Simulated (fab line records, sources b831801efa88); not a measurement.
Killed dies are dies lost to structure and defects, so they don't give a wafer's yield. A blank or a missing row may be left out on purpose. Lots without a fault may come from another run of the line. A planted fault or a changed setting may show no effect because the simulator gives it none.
One fault seen from 2 desks | flow gf180mcu | each desk has only its own numbers; what lay behind them comes last

THE TOOL OWNER'S DESK: pecvd-03
The tool's own readings at GF_PASSIVATION_CVD_00 (deposits SiO2 from TEOS, target thk 1000 nm, time 111.95 s): means of the sampled wafers that have a number, for each lot that ran on this tool. A lot is out of limits, marked OUT, if its mean lies more than 4 standard deviations from the usual mean; the brackets give that distance.
Columns: A = heater_power_w at GF_PASSIVATION_CVD_00, usual 634 W; B = run_length_s at GF_PASSIVATION_CVD_00, usual 139.8 s
lot  | first seen here | A   | B
L672 | day 28 13:41    | 587 | 140.0
L676 | day 29 15:08    | 646 | 139.5
L678 | day 30 01:05    | 618 | 141.9 (+4.3) OUT
L679 | day 30 11:51    | 567 | 144.1 (+8.8) OUT
L682 | day 31 04:26    | 574 | 141.3
L690 | day 33 09:13    | 570 | 139.8
L693 | day 34 03:34    | 640 | 139.8
This desk's finding: out of limits on L678, L679; first on L678, day 30 01:05 (run_length_s at GF_PASSIVATION_CVD_00). In limits: L672, L676, L682, L690, L693.

THE METROLOGY DESK
What the gauges read, lot by lot, whatever tool the lot ran on: means of the sampled wafers that have a number. A lot is out of limits, marked OUT, if its mean lies more than 4 standard deviations from the usual mean; the brackets give that distance.
Columns: A = V5_W_RS at GF_V5_RS_MEAS_24, usual 0.330 ohm/sq; B = PASSIVATION_CVD_00_THK at GF_PASSIVATION_THK_MEAS_01, usual 996 nm
lot  | first seen here | A     | B
L672 | day 27 16:34    | 0.332 | 996
L674 | day 28 01:47    | 0.325 | 995
L673 | day 28 02:41    | 0.330 | 992
L676 | day 28 18:09    | 0.332 | 996
L678 | day 29 04:01    | 0.326 | 1018
L679 | day 29 15:55    | 0.336 | 1035
L680 | day 30 02:43    | 0.330 | 987
L682 | day 30 09:11    | 0.331 | 1003
L686 | day 31 12:16    | 0.327 | 997
L690 | day 32 16:06    | 0.327 | 997
L691 | day 33 03:38    | 0.331 | 988
L693 | day 33 11:19    | 0.329 | 1005
This desk's finding: nothing out of limits on any of the 12 lots.

PUT TOGETHER
The tool owner's desk could have raised an alarm at day 30 01:05, on L678, L679.
The metrology desk saw nothing out of limits.
The metrology desk has L678, L679 on record, within its limits.
Of the lots named, all ran GF_PASSIVATION_CVD_00 on pecvd-03.

WHAT THE SIMULATOR HAD PUT IN
Process parameter drift: pecvd-03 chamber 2, from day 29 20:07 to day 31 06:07, at GF_PASSIVATION_CVD_00. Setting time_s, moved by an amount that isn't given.
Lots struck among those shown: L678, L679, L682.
Hours from the fault's start to each desk's first reading out of limits: the tool owner's desk, 5.
